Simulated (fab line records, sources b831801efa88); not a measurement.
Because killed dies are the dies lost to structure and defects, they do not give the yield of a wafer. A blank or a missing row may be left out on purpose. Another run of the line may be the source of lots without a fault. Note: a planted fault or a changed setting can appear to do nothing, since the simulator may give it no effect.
The tool behind it: which one? | flow gf180mcu | 14 lots with 42 wafers sampled at 3 steps, on a route of 602 steps

== WHAT THE GAUGES READ, wafer by wafer ==
GF_MVPSD_OVL_MEAS_07. Usual: MVPSD_OVL gives -0.1 nm (standard deviation 1.3).
lot  | measured     | on         | MVPSD_OVL (nm) | flag
L982 | day 5 11:50  | overlay-02 | 0.9 1.2 1.5    |
L984 | day 5 18:46  | overlay-02 | -0.9 1.6 1.4   |
L985 | day 6 04:19  | overlay-01 | 0.8 -1.2 0.1   |
L986 | day 6 05:41  | overlay-02 | 0.6 -0.4 -0.6  |
L988 | day 6 17:31  | overlay-01 | -0.3 -0.3 -1.0 |
L989 | day 6 23:49  | overlay-02 | 1.2 -1.2 1.4   |
L990 | day 7 04:05  | overlay-01 | -0.5 -0.1 -0.4 |
L991 | day 7 12:17  | overlay-01 | -1.5 -0.1 -2.7 |
L995 | day 8 09:52  | overlay-02 | 2.1 -1.4 -1.6  |
L101 | day 9 22:19  | overlay-01 | -2.1 -1.1 -1.2 |
L102 | day 10 04:58 | overlay-01 | 1.6 0.9 0.1    |
L103 | day 10 09:11 | overlay-01 | 0.0 -0.7 0.0   |
L104 | day 10 17:20 | overlay-02 | -1.0 0.6 2.5   |
L105 | day 11 00:41 | overlay-01 | -1.2 -2.0 -1.2 |

GF_MVPSD_TW_MEAS_11. Usual: MVPSD_TW gives 559 (standard deviation 3.8).
lot  | measured     | on            | MVPSD_TW    | flag
L982 | day 5 12:16  | film metro-03 | 560 561 558 |
L984 | day 5 19:12  | film metro-03 | 563 558 558 |
L985 | day 6 04:46  | film metro-04 | 560 561 555 |
L986 | day 6 06:07  | film metro-04 | 563 559 559 |
L988 | day 6 17:57  | film metro-01 | 552 551 549 |
L989 | day 7 00:15  | film metro-04 | 558 558 558 |
L990 | day 7 04:31  | film metro-03 | 559 558 559 |
L991 | day 7 12:43  | film metro-03 | 562 555 561 |
L995 | day 8 10:19  | film metro-04 | 558 553 555 |
L101 | day 9 22:46  | film metro-04 | 557 560 561 |
L102 | day 10 05:25 | film metro-04 | 561 564 559 |
L103 | day 10 09:37 | film metro-04 | 562 564 563 |
L104 | day 10 17:46 | film metro-03 | 561 562 565 |
L105 | day 11 01:08 | film metro-04 | 556 555 557 |

== TOOL THAT RAN EACH LOT (tool first, then ch and the chambers of the sampled wafers, then the start) ==
lot  | GF_NWELL_STRIP_10
L982 | plasma asher-04 ch 0,1, day 3 16:37
L984 | plasma asher-03 ch 0,1, day 3 22:46
L985 | plasma asher-02 ch 0,1, day 4 07:12
L986 | plasma asher-02 ch 0,1, day 4 08:51
L988 | plasma asher-02 ch 0,1, day 4 19:30
L989 | plasma asher-04 ch 0,1, day 5 00:57
L990 | plasma asher-02 ch 0,1, day 5 04:52
L991 | plasma asher-02 ch 1, day 5 11:46
L995 | plasma asher-02 ch 0,1, day 6 08:54
L101 | plasma asher-02 ch 0,1, day 7 16:22
L102 | plasma asher-03 ch 0,1, day 7 23:00
L103 | plasma asher-04 ch 0,1, day 8 03:28
L104 | plasma asher-03 ch 0,1, day 8 10:07
L105 | plasma asher-04 ch 0,1, day 8 16:33
- GF_NWELL_STRIP_10: strips in O2/N2.

== WHAT THE TOOLS THEMSELVES READ (means of the sampled wafers that have a number; where no wafer has one, the mark that the record gives instead) ==
GF_NWELL_STRIP_10. Usual: drypump motor current A 5.7 A, standard deviation 0.55; heater power w 329 W, standard deviation 13; oes product au 0.722 a.u., standard deviation 0.0047; strip time to endpoint s 36.95 s, standard deviation 0.089.
lot  | tool            | drypump motor current A (A) | heater power w (W) | oes product au (a.u.) | strip time to endpoint s (s) | flag
L982 | plasma asher-04 | 6.3                         | 337                | 0.721                 | 36.93                        |
L984 | plasma asher-03 | 5.9                         | 326                | 0.723                 | 37.06                        |
L985 | plasma asher-02 | 5.5                         | 325                | 0.720                 | 36.83                        |
L986 | plasma asher-02 | 5.5                         | 323                | 0.724                 | 36.91                        |
L988 | plasma asher-02 | 5.3                         | 323                | 0.717                 | 36.90                        |
L989 | plasma asher-04 | 6.3                         | 340                | 0.723                 | 36.99                        |
L990 | plasma asher-02 | 5.3                         | 324                | 0.723                 | 36.92                        |
L991 | plasma asher-02 | 5.1                         | 325                | 0.719                 | 36.89                        |
L995 | plasma asher-02 | 5.5                         | 334                | 0.725                 | 37.05                        |
L101 | plasma asher-02 | 5.3                         | 333                | 0.720                 | 36.94                        |
L102 | plasma asher-03 | 5.6                         | 321                | 0.726                 | 36.95                        |
L103 | plasma asher-04 | 6.5                         | 336                | 0.725                 | 37.00                        |
L104 | plasma asher-03 | 5.5                         | 316                | 0.722                 | 36.97                        |
L105 | plasma asher-04 | 6.3                         | 338                | 0.720                 | 37.04                        |

== THE ANSWER, worked out from the rows above alone ==
Rule: a lot counts as off when the mean over its wafers that have a number is more than 3 standard deviations away from the usual mean. A lot without any number at a reading at which 4 lots or more have one is off too. All remaining lots with rows at the step are treated as sound. Order of review: gauges by route order, followed by the tools' own readings, for which a lot's mean as printed above is used. At the first step where some lot is off, the reading lying furthest off is the one used; lots without a number count as furthest.
Across all readings shown, no lot is off: no conclusion can be drawn from this.

== WHAT THE SIMULATOR HAD PUT IN ==
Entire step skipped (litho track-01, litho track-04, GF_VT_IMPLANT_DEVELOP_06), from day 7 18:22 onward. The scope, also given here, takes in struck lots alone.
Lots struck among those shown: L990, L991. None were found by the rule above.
